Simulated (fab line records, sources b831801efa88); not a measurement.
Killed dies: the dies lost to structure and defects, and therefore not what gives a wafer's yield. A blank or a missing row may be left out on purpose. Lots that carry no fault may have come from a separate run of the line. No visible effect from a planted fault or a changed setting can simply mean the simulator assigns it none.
The tool behind it: which one? ; flow gf180mcu ; 9 lots with 27 wafers sampled at 2 steps, on a route of 602 steps

WHAT THE GAUGES SHOWED, per wafer
GF_VT_IMPLANT_TW_MEAS_32.
lot;measured;on;VT_IMPLANT_3_TW
L785;day 7 00:49;film metro-03;269.2 270.3 268.9
L786;day 7 04:49;film metro-02;270.9 271.4 272.0
L787;day 7 10:37;film metro-01;272.4 272.0 270.6
L788;day 7 20:14;film metro-03;269.4 270.3 269.0
L789;day 8 03:07;film metro-02;268.8 270.6 271.2
L790;day 8 07:31;film metro-03;269.4 268.6 266.8
L795;day 9 19:13;film metro-03;416.7 418.2 418.3
L796;day 10 01:01;film metro-02;418.5 415.6 417.2
L797;day 10 06:02;film metro-03;413.2 418.7 417.6

EACH LOT AND THE TOOL THAT RAN IT (in order: tool; ch and the chambers of the sampled wafers; start)
lot;GF_VT_IMPLANT_IMPLANT_30
L785;implanter-02 ch 0, day 7 00:34
L786;implanter-01 ch 0, day 7 04:34
L787;implanter-04 ch 0, day 7 10:23
L788;implanter-04 ch 0, day 7 19:59
L789;implanter-02 ch 0, day 8 02:52
L790;implanter-04 ch 0, day 8 07:16
L795;implanter-01 ch 0, day 9 18:58
L796;implanter-04 ch 0, day 10 00:46
L797;implanter-02 ch 0, day 10 05:47
- GF_VT_IMPLANT_IMPLANT_30

THE ANSWER, worked out from the rows above alone
Rule: the usual values come from the lots themselves. The widest of any qualifying gaps counts: lots, ordered by their means at a reading, are off when they make up no more than a third of the lots, leave a main group of 4 or more, and stand apart from it by 3 or more times the standard deviation of that group's means. A main group whose means are all the same, to the digits that the tables above print for the reading, isn't used. A lot without any number at a reading at which 4 lots or more have one is off too. All remaining lots with rows at the step are treated as sound.
Off: L795, L796, L797, seen at GF_VT_IMPLANT_TW_MEAS_32 (VT_IMPLANT_3_TW). The main group: mean 270.1, standard deviation 1.2.
A tool fits if, at a process step before that reading, it ran every lot that is off, and no sound lot after the first of them. Those tools and the gauges at GF_VT_IMPLANT_TW_MEAS_32 are tried in the same way. Of those tried, none fits.

WHAT WAS PUT IN BY THE SIMULATOR
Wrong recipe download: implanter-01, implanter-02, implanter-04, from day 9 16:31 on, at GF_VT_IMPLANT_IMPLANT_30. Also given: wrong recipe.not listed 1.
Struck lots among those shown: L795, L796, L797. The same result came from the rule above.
